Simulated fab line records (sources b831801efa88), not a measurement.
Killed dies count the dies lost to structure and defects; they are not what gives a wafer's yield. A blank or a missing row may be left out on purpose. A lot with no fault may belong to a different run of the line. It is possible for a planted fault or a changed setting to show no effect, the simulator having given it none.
8D (eight disciplines) problem report, filled in by code || flow gf180mcu || the parts of the form that need people (team, actions taken, sign-off) are left out

== 1. PROBLEM STATEMENT ==
Across 3 wafers from 2 lots, TOP_METAL_ALCU_RS at GF_TOP_METAL_RS_MEAS_05 averages 0.0496 ohm/sq, while fault-free wafers read 0.0329 ohm/sq with a standard deviation of 0.00035. That puts it +48 standard deviations away from the usual mean.
The step: measures by four-point-probe.
Seen first at day 29 16:05 on film_metro-04, wafer L665.1. The record has a number at this step for 18 wafers belonging to 6 lots. The rule behind "out" and "out of limits": a value lying over 4 standard deviations away from the usual mean. All remaining wafers that have a number are taken as sound.

== 2. WHAT IT IS; WHAT IT IS NOT ==
{"question": "which readings at this step", "is": "TOP_METAL_ALCU_RS", "is not": "-"}
{"question": "which lots", "is": "L665, L667", "is not": "L659, L666, L675, L680"}
{"question": "which wafers of those lots", "is": "L665.1, L665.6, L667.3", "is not": "L665.2, L667.2, L667.5"}
{"question": "read on which gauges", "is": "film_metro-01, film_metro-04", "is not": "film_metro-02"}
{"question": "when", "is": "from day 29 16:05", "is not": "up to then (4 sound wafers); but 11 sound wafers of L666, L667, L675, L680 came after"}

== 3. THE SUSPECTS, EACH WITH WHAT RULES IT OUT ==
Counting: a tool at a process step up to the reading stays a suspect if it ran every lot that is out. Sound lots after the first of them don't rule it out here, since some wafers of a struck lot are sound.
- the gauge at GF_TOP_METAL_RS_MEAS_05 has been ruled out. Those wafers that are out were read across 2 gauges (film_metro-01, film_metro-04).
- cvd_w-01 at GF_V5_CVD_23 (deposits W, target thk 350 nm, time 104.9 s): kept. It ran every lot that is out, first L665 (day 29 15:10).
- cmp-01 at GF_V5_CMP_26 (polishes, stops on SiO2, t overpolish 15 s, target thk 0 nm): kept. It ran every lot that is out, first L665 (day 29 15:34).
- pvd_sputter-01 at GF_TOP_METAL_SPUTTER_02 (material AlCu, target thk 900 nm, time 47.82 s): kept. It processed each lot that is out (first: L665, day 29 16:00); up to then, its last sound lot is L659 (day 28 02:45).
Left after counting: cvd_w-01 at GF_V5_CVD_23, cmp-01 at GF_V5_CMP_26, pvd_sputter-01 at GF_TOP_METAL_SPUTTER_02.

== 4. THE CAUSE (what the simulator had put in) ==
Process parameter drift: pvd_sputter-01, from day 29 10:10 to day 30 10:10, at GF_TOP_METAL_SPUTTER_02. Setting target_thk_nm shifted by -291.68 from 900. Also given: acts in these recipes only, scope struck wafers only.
3 suspects survive the count, and this tool is in that group.

== 5. THE EFFECT CHAIN, in route order ==
Each row: a reading where the mean over the struck wafers with a number is more than 3 standard deviations away from the usual. Only readings for which the record gives a usual standard deviation are gone through. hours: the time from each lot's start at the first step in this table that gives one to its start at this step, as a median over the lots. sigmas: the change in usual standard deviations.
{"hours": 0, "step": "GF_TOP_METAL_RS_MEAS_05", "reading": "TOP_METAL_ALCU_RS", "usual": "0.0329 ohm/sq", "on struck wafers": 0.0496, "change": "+0.0167", "sigmas": "+48"}
{"hours": 7, "step": "GF_TOP_METAL_THK_MEAS_06", "reading": "TOP_METAL_ALCU_THK", "usual": "911 nm", "on struck wafers": 604, "change": -307, "sigmas": -28}
{"hours": 19, "step": "GF_TOP_METAL_METAL_ETCH_16", "reading": "oes_product_au", "usual": "0.964 a.u.", "on struck wafers": 0.790, "change": -0.174, "sigmas": -25}
{"hours": 19, "step": "GF_TOP_METAL_METAL_ETCH_16", "reading": "throttle_valve_pct", "usual": "28.258 %", "on struck wafers": 28.449, "change": "+0.191", "sigmas": "+17"}
Its process steps:
- GF_TOP_METAL_METAL_ETCH_16: etches the open film in Cl2/BCl3, stops on SiO2, target depth 1077.5 nm, time 179.6 s.
Later steps that measure or inspect, where all struck wafers having a row at the step show a number for every such reading and not one has moved that far: GF_TOP_METAL_CD_MEAS_14, GF_TOP_METAL_OVL_MEAS_15.

== 6. HOW IT WOULD HAVE BEEN CAUGHT EARLIER ==
The first out-of-limits reading at a measuring or inspecting step in this record came at day 29 16:05, 6 hours after the fault's start at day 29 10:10.
Of the tool readings at GF_TOP_METAL_SPUTTER_02 for which the record gives a usual standard deviation, none was out on any struck wafer, so an alarm limit of 4 standard deviations on them would not have fired.
L667, from the lots that are out (2), started GF_TOP_METAL_SPUTTER_02 on pvd_sputter-01 later than day 29 16:05. Holding the tool at that time would have saved it.
